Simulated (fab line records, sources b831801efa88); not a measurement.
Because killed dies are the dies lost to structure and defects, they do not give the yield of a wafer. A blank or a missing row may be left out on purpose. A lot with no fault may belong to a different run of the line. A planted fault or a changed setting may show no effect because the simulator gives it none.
Chamber matching :: flow sky130 :: SKY_PASSIVATION_ETCH_11 on rie diel-03 has 4 sister chambers
The step etches the open film in CF4/O2, stops on AlCu, target depth 725 nm, time 161.1 s. 4 wafers are shown with their chamber, then 7 later ones without.

== WAFERS WITH THEIR CHAMBER ==
wafer: L084.3
chamber: 1
drypump motor current A (A): 6.1

wafer: L089.4
chamber: 2
drypump motor current A (A): 5.7

wafer: L090.2
chamber: 3
drypump motor current A (A): 6.0

wafer: L090.3
chamber: 0
drypump motor current A (A): 5.0

== WAFERS WITHOUT THEIR CHAMBER ==
wafer: L090.6
drypump motor current A (A): 5.0

wafer: L091.1
drypump motor current A (A): 6.2

wafer: L091.4
drypump motor current A (A): 4.9

wafer: L091.6
drypump motor current A (A): 6.1

wafer: L093.2
drypump motor current A (A): 6.0

wafer: L093.4
drypump motor current A (A): 5.8

wafer: L093.5
drypump motor current A (A): 6.0

== WHICH CHAMBER EACH WENT THROUGH ==
wafer: L090.6
from the rows above: 0
in truth: 0

wafer: L091.1
from the rows above: can't be placed: 1 or 3
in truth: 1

wafer: L091.4
from the rows above: 0
in truth: 0

wafer: L091.6
from the rows above: can't be placed: 1 or 3
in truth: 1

wafer: L093.2
from the rows above: can't be placed: 3 or 1
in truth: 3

wafer: L093.4
from the rows above: can't be placed: 2 or 3
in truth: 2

wafer: L093.5
from the rows above: can't be placed: 3 or 1
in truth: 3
Placed correctly: 2 of 7. Not placeable from these rows: 5 (in 5, the candidates include the true chamber). Wrongly placed: 0.
How it was worked out, from the rows above alone: a wafer's distance from a chamber is the root of the sum, over the readings, of the square of ((its reading less the chamber's mean) divided by the reading's scatter). If the next closest chamber is less than 2 further off than the closest, the wafer can't be placed; otherwise it belongs to the closest. For every chamber, the mean is computed from those of its wafers that are shown. The scatter: root of mean squared gap, hidden wafer to nearest shown wafer, with one shown wafer a chamber.
